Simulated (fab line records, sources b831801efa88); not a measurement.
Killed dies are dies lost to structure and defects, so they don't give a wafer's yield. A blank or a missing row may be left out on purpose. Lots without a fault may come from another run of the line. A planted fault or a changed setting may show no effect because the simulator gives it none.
One fault seen from 2 desks | flow gf180mcu | each desk has only its own numbers; what lay behind them comes last

THE TOOL OWNER'S DESK: implanter-01
The tool's own readings at GF_NSD_IMPLANT_09: means of the sampled wafers that have a number, for each lot that ran on this tool. A lot is out of limits, marked OUT, if its mean lies more than 4 standard deviations from the usual mean; the brackets give that distance.
Columns: A = faraday_current_uA at GF_NSD_IMPLANT_09, usual 12123; B = tilt_deg at GF_NSD_IMPLANT_09, usual 6.998 degrees
lot  | first seen here | A     | B
L281 | day 15 08:18    | 11910 | 7.004
L285 | day 16 14:05    | 11876 | 7.503 (+28) OUT
L287 | day 17 07:44    | 11841 | 7.490 (+27) OUT
L295 | day 20 08:16    | 12046 | 6.999
This desk's finding: out of limits on L285, L287; first on L285, day 16 14:05 (tilt_deg at GF_NSD_IMPLANT_09). In limits: L281, L295.

THE METROLOGY DESK
What the gauges read, lot by lot, whatever tool the lot ran on: means of the sampled wafers that have a number. A lot is out of limits, marked OUT, if its mean lies more than 4 standard deviations from the usual mean; the brackets give that distance.
Columns: A = M2_ALCU_THK at GF_M2_THK_MEAS_06, usual 446 nm
lot  | first seen here | A
L275 | day 18 13:47    | 439
L277 | day 19 06:18    | 439
L278 | day 19 13:54    | 446
L279 | day 19 16:47    | 441
L281 | day 20 11:13    | 441
L285 | day 21 20:10    | 440
L287 | day 22 15:10    | 448
L291 | day 23 23:38    | 446
L293 | day 24 17:34    | 449
L294 | day 25 01:23    | 430
L295 | day 25 10:23    | 458
L296 | day 25 14:52    | 442
L297 | day 26 01:04    | 450
L298 | day 26 01:56    | 456
This desk's finding: nothing out of limits on any of the 14 lots.

PUT TOGETHER
The tool owner's desk could have raised an alarm at day 16 14:05, on L285, L287.
The metrology desk saw nothing out of limits.
The metrology desk has L285, L287 on record, within its limits.
Of the lots named, all ran GF_NSD_IMPLANT_09 on implanter-01.

WHAT THE SIMULATOR HAD PUT IN
Process parameter drift: implanter-01, from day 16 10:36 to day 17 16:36, at GF_NSD_IMPLANT_09. Setting tilt_deg, moved by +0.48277, from 7. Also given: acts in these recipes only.
Lots struck among those shown: L285, L287.
Hours from the fault's start to each desk's first reading out of limits: the tool owner's desk, 3.
